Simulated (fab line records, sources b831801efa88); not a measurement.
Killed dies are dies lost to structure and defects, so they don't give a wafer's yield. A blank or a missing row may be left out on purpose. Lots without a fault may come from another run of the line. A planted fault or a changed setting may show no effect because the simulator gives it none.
Chamber matching | flow gf180mcu | GF_PASSIVATION_CVD_00 on pecvd-03: 3 sister chambers
The step deposits SiO2 from TEOS, target thk 1000 nm, time 111.95 s. 3 wafers are shown with their chamber, then 8 later ones without.

WAFERS WITH THEIR CHAMBER
wafer  | chamber | heater_power_w (W)
L945.1 | 0       | 632
L945.3 | 2       | 689
L946.1 | 1       | 647

WAFERS WITHOUT THEIR CHAMBER
wafer  | heater_power_w (W)
L946.2 | 684
L946.5 | 638
L951.2 | 543
L951.4 | 673
L951.6 | 780
L950.2 | 761
L950.4 | 637
L950.5 | 645

WHICH CHAMBER EACH WENT THROUGH
wafer  | from the rows above          | in truth
L946.2 | can't be placed: 2 or 1 or 0 | 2
L946.5 | can't be placed: 0 or 1 or 2 | 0
L951.2 | can't be placed: 0 or 1 or 2 | 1
L951.4 | can't be placed: 2 or 1 or 0 | 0
L951.6 | can't be placed: 2 or 1 or 0 | 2
L950.2 | can't be placed: 2 or 1 or 0 | 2
L950.4 | can't be placed: 0 or 1 or 2 | 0
L950.5 | can't be placed: 1 or 0 or 2 | 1
Placed correctly: 0 of 8. Can't be placed from these rows: 8 (the true chamber is among the candidates in 8). Placed wrongly: 0.
How it was worked out, from the rows above alone: a wafer's distance from a chamber is the root of the sum, over the readings, of the square of ((its reading less the chamber's mean) divided by the reading's scatter). The wafer belongs to the nearest chamber; if the next one is less than 2 further off, it can't be placed. A chamber's mean is the mean of its shown wafers. The scatter: with one shown wafer a chamber, the root of the mean of the squares of how far each hidden wafer lies from its nearest shown one.
